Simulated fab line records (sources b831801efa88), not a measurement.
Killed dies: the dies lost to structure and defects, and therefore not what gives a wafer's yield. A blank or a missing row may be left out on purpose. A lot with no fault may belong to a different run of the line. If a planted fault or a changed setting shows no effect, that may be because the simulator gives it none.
Struck lot and sound lot, side by side || flow sky130 || 15 out of 708 route steps
Sound: the wafers L261.1, L261.5, L261.6. Wafers struck: L255.1, L255.2, L255.3. The cause comes at the end.
For every step that has rows: the tool of each side, followed by ch and its chambers, followed by its first start. Under that, the readings that differ: sound wafers || struck wafers || difference of the means || sigmas: that difference in standard deviations of wafers without a fault.
alike: same words and numbers on both sides, and readings whose means sit less than 2 such deviations apart. not compared: any withheld reading, any reading some wafer has no value for, any bound like >300 that may hide the same value, and any number with overlapping values for which the record gives no deviation.
Wherever a step has rows on one side only, a row that says differs or no value, or a row with sigmas, the two part there. Non-overlapping numbers with no deviation appear without sigmas and do not part them. A reading that every wafer of one side lacks parts them only if that side has two wafers or more.

SKY_VIA2_STRIP_16: strips in O2/N2.
  sound on plasma asher-01 ch 0,1, day 42 15:49; struck on plasma asher-01 ch 0,1, day 41 04:19
{"reading": "strip time to endpoint s (s)", "sound": "4.084 4.055 4.094", "struck": "4.030 4.009 4.009", "difference": -0.062, "sigmas": -2}
  alike: drypump motor current A, oes product au
  not compared: rf hours counter h
then, 3 steps without rows for these wafers: SKY_VIA2_STRIP_17 (strips in post etch residue remover, time 1200 s); SKY_VIA2_CLEAN_18 (cleans in IPA, time 180 s); SKY_VIA2_CLEAN_19 (cleans in O3/DIW).
SKY_VIA2_SPUTTER_20: material TiN, target thk 20 nm, time 80 s.
  struck on pvd sputter-04, day 41 04:57; sound on pvd sputter-04, day 42 16:25
  alike: cathode dc power W, chamber pressure pa, throttle valve pct
then, 1 step without rows for these wafers: SKY_VIA2_CVD_21 (deposits W, target thk 420 nm, time 126.4 s).
SKY_VIA2_RS_MEAS_22: measures by four-point-probe.
  struck on film metro-02, day 41 05:08; sound on film metro-01, day 42 16:44
{"reading": "VIA2_W_RS (ohm/sq)", "sound": "0.267 0.267 0.265", "struck": "0.277 0.278 0.279", "difference": "+0.012", "sigmas": "+3"}
SKY_VIA2_THK_MEAS_23: measures by xrf.
  struck on film metro-02, day 41 05:16; sound on film metro-01, day 42 16:51
  alike: VIA2_W_THK
then, 1 step without rows for these wafers: SKY_VIA2_CMP_24 (polishes, stops on SiO2, t overpolish 20 s, target thk 0 nm).
SKY_METAL3_SPUTTER_00: material Ti, target thk 15 nm, time 10 s.
  struck on pvd sputter-01, day 41 05:37; sound on pvd sputter-03, day 42 17:13
  alike: cathode dc power W, chamber pressure pa, throttle valve pct
SKY_METAL3_SPUTTER_01: material TiN, target thk 20 nm, time 16.7 s.
  struck on pvd sputter-01, day 41 05:38; sound on pvd sputter-03, day 42 17:14
{"reading": "chamber pressure pa (Pa)", "sound": "0.3986 0.3984 0.3992", "struck": "0.4008 0.4014 0.4003", "difference": "+0.0021", "sigmas": "+2"}
  alike: cathode dc power W, throttle valve pct
then, 1 step without rows for these wafers: SKY_METAL3_SPUTTER_02 (material AlCu, target thk 735 nm, time 39.1 s).
SKY_METAL3_SPUTTER_03: material Ti, target thk 5 nm, time 3.3 s.
  struck on pvd sputter-01, day 41 05:43; sound on pvd sputter-03, day 42 17:18
  no value came back on the struck wafers for cathode dc power W (W), chamber pressure pa (Pa), throttle valve pct (%); on the sound wafers cathode dc power W (W) reads 3000.1 2999.9 3000.0
SKY_METAL3_SPUTTER_04: material TiN, target thk 70 nm, time 58.3 s.
  struck on pvd sputter-01, day 41 05:44; sound on pvd sputter-03, day 42 17:19
  alike: cathode dc power W, chamber pressure pa, throttle valve pct
-- the record jumps here: 8 days lie between the struck wafers' starts before and after (it left off in module METAL3 and takes up again in module PAD_OPEN, whose first step shown is number 708 of the route) --
SKY_PAD_OPEN_PROBE_99:
  struck on prober-01, day 49 13:55; sound on prober-01, day 50 15:34
{"reading": "model.etest.via3 chain.rc ohm", "sound": "9.417 9.362 9.088", "struck": "11.87 11.82 10.58", "difference": "+2.13", "sigmas": ""}
  alike: defect limited yield, killed_at_M0_to_M3, killed_at_M4_up, killed at contacts, killed at front end, killed at other, killed dies, killed open, killed short, sort_bin_3_pad_short, sort_bin_5_function, sort_bin_6_memory, sort n pass, sort yield pct

## WHERE THEY PART
Earliest at SKY_VIA2_STRIP_16; latest, in this record, at SKY_METAL3_SPUTTER_03. Later steps at which nothing parts them and some readings are alike: SKY_METAL3_SPUTTER_04, SKY_PAD_OPEN_PROBE_99.

WHY: what had been put in by the simulator
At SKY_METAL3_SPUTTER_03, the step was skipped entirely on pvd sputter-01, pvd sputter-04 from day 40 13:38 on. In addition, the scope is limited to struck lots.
